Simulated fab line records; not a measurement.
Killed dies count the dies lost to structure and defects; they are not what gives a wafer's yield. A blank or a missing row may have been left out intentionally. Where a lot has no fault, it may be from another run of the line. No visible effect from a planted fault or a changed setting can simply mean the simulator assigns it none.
A lot that was struck, set against a sound lot / flow sky130 / 43 steps out of a route of 708
Sound: these wafers, L940.2, L940.5, L940.6. Wafers struck: L952.2, L952.4, L952.5. The cause is given at the end.
Order at every step that has rows: each side's tool, ch and its chambers, its first start. Under that, the readings that differ: sound wafers / struck wafers / difference of the means / sigmas: that difference in standard deviations of wafers without a fault.
alike: readings with means less than 2 such deviations apart, plus words and numbers identical on both sides. not compared: withheld readings, readings lacking a value on some wafer, bounds such as >300 that could conceal the same value, and numbers that have no deviation in the record and whose values overlap.
Wherever a step has rows on one side only, a row that says differs or no value, or a row with sigmas, the two part there. When numbers do not overlap yet have no deviation, they are printed without sigmas and do not part them. A reading missing from all wafers of one side parts the sides only when that side holds two or more wafers.

first, 5 steps without rows for these wafers: SKY_FIELD_ISO_WET_ETCH_28 (etches SiO2 in dHF, target depth 23.7 nm, time 47 s); SKY_FIELD_ISO_WET_ETCH_29 (etches Si3N4 in H3PO4, target depth 160 nm, time 1825 s); SKY_FIELD_ISO_WET_ETCH_30 (etches SiO2 in dHF, target depth 25 nm, time 50 s); SKY_NWELL_CLEAN_00 (cleans in SC1/SC2, time 150 s); SKY_NWELL_OXIDATION_01 (stabilise 600 s, purge 300 s, target thk 10 nm).
SKY_NWELL_THK_MEAS_02:
  sound on film_metro-02, day 5 03:46; struck on film_metro-02, day 7 12:18
reading=NWELL_OXIDATION_THK (nm); sound=9.95 9.80 9.99; struck=10.27 10.43 10.34; difference=+0.43; sigmas=+2
then, 6 steps without rows for these wafers: SKY_DNWELL_DEHYDRATE_00 (time 60 s); SKY_DNWELL_HMDS_01 (prime time 60 s); SKY_DNWELL_COAT_02 (resist thk 2962 nm); SKY_DNWELL_SOFTBAKE_03; SKY_DNWELL_EXPOSE_04 (exposes mask DNM, target cd 3000 nm); SKY_DNWELL_PEB_05.
SKY_DNWELL_DEVELOP_06: develop time 60 s.
  sound on litho_track-01 ch 0, day 5 21:00; struck on litho_track-03 ch 0, day 8 08:00
  alike: developer_temp_C, exhaust_pa
next, for these wafers, 1 step has no rows: SKY_DNWELL_IMPLANT_07.
SKY_DNWELL_STRIP_08: strips in O2/N2.
  sound on plasma_asher-01 ch 0,1, day 5 21:20; struck on plasma_asher-03 ch 0,1, day 8 09:07
  alike: drypump_motor_current_A, oes_product_au, strip_time_to_endpoint_s
  not compared: rf_hours_counter_h
SKY_DNWELL_TW_MEAS_09:
  sound on film_metro-02, day 5 21:27; struck on film_metro-01, day 8 09:13
reading=DNWELL_TW; sound=1098 1097 1096; struck=1122 1115 1129; difference=+25; sigmas=+2
then, 7 steps without rows for these wafers: SKY_PWDE_DEHYDRATE_00 (time 60 s); SKY_PWDE_HMDS_01 (prime time 60 s); SKY_PWDE_COAT_02 (resist thk 3000 nm); SKY_PWDE_SOFTBAKE_03; SKY_PWDE_EXPOSE_04 (exposes mask PWDEM, target cd 840 nm); SKY_PWDE_PEB_05; SKY_PWDE_DEVELOP_06 (develop time 60 s).
SKY_PWDE_OVL_MEAS_07:
  sound on overlay-01, day 6 15:56; struck on overlay-02, day 9 06:01
  alike: PWDE_OVL
next, for these wafers, 1 step has no rows: SKY_PWDE_IMPLANT_08.
SKY_PWDE_STRIP_09: strips in O2/N2.
  sound on plasma_asher-03 ch 0,1, day 6 16:07; struck on plasma_asher-04 ch 1, day 9 06:11
  alike: drypump_motor_current_A, oes_product_au, strip_time_to_endpoint_s
  not compared: rf_hours_counter_h
SKY_PWDE_TW_MEAS_10:
  sound on film_metro-01, day 6 16:14; struck on film_metro-03, day 9 06:18
  alike: PWDE_TW
then, 7 steps without rows for these wafers: SKY_NWELL_DEHYDRATE_03 (time 60 s); SKY_NWELL_HMDS_04 (prime time 60 s); SKY_NWELL_COAT_05 (resist thk 3000 nm); SKY_NWELL_SOFTBAKE_06; SKY_NWELL_EXPOSE_07 (exposes mask NWM, target cd 840 nm); SKY_NWELL_PEB_08; SKY_NWELL_DEVELOP_09 (develop time 60 s).
SKY_NWELL_OVL_MEAS_10:
  sound on overlay-02, day 7 11:28; struck on overlay-02, day 10 03:46
  alike: NWELL_00_OVL
then, 3 steps without rows for these wafers: SKY_NWELL_IMPLANT_11; SKY_NWELL_IMPLANT_12; SKY_NWELL_IMPLANT_13.
SKY_NWELL_STRIP_14: strips in O2/N2.
  sound on plasma_asher-04 ch 0,1, day 7 11:56; struck on plasma_asher-02 ch 0,1, day 10 04:14
  alike: drypump_motor_current_A, oes_product_au, strip_time_to_endpoint_s
  not compared: rf_hours_counter_h
SKY_NWELL_TW_MEAS_15:
  sound on film_metro-01, day 7 12:03; struck on film_metro-01, day 10 04:21
  alike: NWELL_TW
then, 2 steps without rows for these wafers: SKY_NWELL_DEHYDRATE_16 (time 60 s); SKY_NWELL_HMDS_17 (prime time 60 s).
-- the record jumps here: 41 days lie between the struck wafers' starts before and after (it left off in module NWELL and takes up again in module PAD_OPEN, whose first step shown is number 708 of the route) --
SKY_PAD_OPEN_PROBE_99:
  sound on prober-02, day 48 13:53; struck on prober-02, day 50 21:34
reading=model.etest.res_deep_nwell.width_nm (nm); sound=2992 3017 3001; struck=2809 2811 2800; difference=-197; sigmas=
reading=model.etest.res_deep_nwell.line_ohm_um; sound=751.6 746.9 743.3; struck=801.2 801.4 788.9; difference=+49.9; sigmas=
  alike: killed_at_M0_to_M3, killed_at_M4_up, killed_at_contacts, killed_at_front_end, killed_at_other, killed_dies, killed_open, killed_short

## WHERE THEY PART
At SKY_NWELL_THK_MEAS_02 first; at SKY_DNWELL_TW_MEAS_09 last (within this record only). Later steps at which nothing parts them and some readings are alike: SKY_PWDE_OVL_MEAS_07, SKY_PWDE_STRIP_09, SKY_PWDE_TW_MEAS_10, SKY_NWELL_OVL_MEAS_10, SKY_NWELL_STRIP_14, SKY_NWELL_TW_MEAS_15, SKY_PAD_OPEN_PROBE_99.

WHY: what the simulator had put in
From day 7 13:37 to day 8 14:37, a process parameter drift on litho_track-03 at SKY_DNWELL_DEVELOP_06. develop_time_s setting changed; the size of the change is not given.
